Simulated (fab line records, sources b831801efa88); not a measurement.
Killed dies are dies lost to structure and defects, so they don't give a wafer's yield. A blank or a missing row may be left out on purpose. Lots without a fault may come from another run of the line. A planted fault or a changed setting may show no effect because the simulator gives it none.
One fault seen from 2 desks | flow gf180mcu | each desk has only its own numbers; what lay behind them comes last

THE METROLOGY DESK
What the gauges read, lot by lot, whatever tool the lot ran on: means of the sampled wafers that have a number. A lot is out of limits, marked OUT, if its mean lies more than 4 standard deviations from the usual mean; the brackets give that distance.
Columns: A = HV_LDD_OVL at GF_HV_LDD_OVL_MEAS_08, usual -0.1 nm; B = cd_nm at GF_PSD_CD_MEAS_07, usual 399.2 nm; C = NSD_RS at GF_PSD_RS_MEAS_14, usual 46.11 ohm/sq; D = PSD_RS at GF_PSD_RS_MEAS_15, usual 108.5 ohm/sq
lot  | first seen here | A    | B     | C               | D
L563 | day 10 09:22    | -2.0 | 399.5 | 46.08           | 108.7
L564 | day 10 20:23    | 0.8  | 405.8 | 46.23           | 108.8
L565 | day 11 04:32    | 1.1  | 398.8 | 46.15           | 108.5
L567 | day 11 17:56    | -1.3 | 401.2 | 46.23           | 108.9
L568 | day 12 00:44    | 0.1  | 398.7 | 46.30           | 109.2
L570 | day 12 16:35    | -2.3 | 397.5 | 46.21           | 108.4
L571 | day 12 21:40    | -2.1 | 398.6 | 46.08           | 108.6
L572 | day 13 07:53    | -0.3 | 397.5 | 41.95 (-35) OUT | 96.9 (-35) OUT
L573 | day 13 10:19    | -0.4 | 397.6 | 42.16 (-33) OUT | 97.1 (-35) OUT
L581 | day 16 07:47    | -1.5 | 393.5 | 46.05           | 108.6
L582 | day 16 13:19    | 0.3  | 397.8 | 46.10           | 108.5
L583 | day 16 17:55    | 2.0  | 395.4 | 45.90           | 107.9
L584 | day 17 01:14    | -0.1 | 401.5 | 45.98           | 108.6
This desk's finding: out of limits on L572, L573; first on L572, day 18 00:16 (NSD_RS at GF_PSD_RS_MEAS_14). In limits: L563, L564, L565, L567, L568, L570, L571, L581, L582, L583, L584.

THE TOOL OWNER'S DESK: rtp_anneal-02
The tool's own readings at GF_PSD_RTA_13 (time 20 s): means of the sampled wafers that have a number, for each lot that ran on this tool. A lot is out of limits, marked OUT, if its mean lies more than 4 standard deviations from the usual mean; the brackets give that distance.
Columns: A = lamp_power_pct at GF_PSD_RTA_13, usual 33.6 %; B = wafer_temp_C_max at GF_PSD_RTA_13, usual 1029.7
lot  | first seen here | A               | B
L563 | day 14 16:46    | 34.2            | 1028.5
L564 | day 15 04:44    | 34.2            | 1028.5
L567 | day 16 06:22    | 34.2            | 1028.9
L571 | day 17 13:46    | 34.1            | 1028.5
L572 | day 18 00:11    | 36.7 (+6.0) OUT | 1028.7
L573 | day 18 04:52    | 36.6 (+5.8) OUT | 1029.7
This desk's finding: out of limits on L572, L573; first on L572, day 18 00:11 (lamp_power_pct at GF_PSD_RTA_13). In limits: L563, L564, L567, L571.

PUT TOGETHER
The tool owner's desk could have raised an alarm at day 18 00:11, on L572, L573.
The metrology desk could have raised an alarm at day 18 00:16, on L572, L573.
Of the lots named, all ran GF_PSD_RTA_13 on rtp_anneal-02.

WHAT THE SIMULATOR HAD PUT IN
Process parameter drift: rtp_anneal-02, from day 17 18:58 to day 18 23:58, at GF_PSD_RTA_13. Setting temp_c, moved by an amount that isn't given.
Lots struck among those shown: L572, L573.
Hours from the fault's start to each desk's first reading out of limits: the tool owner's desk, 5; the metrology desk, 5.
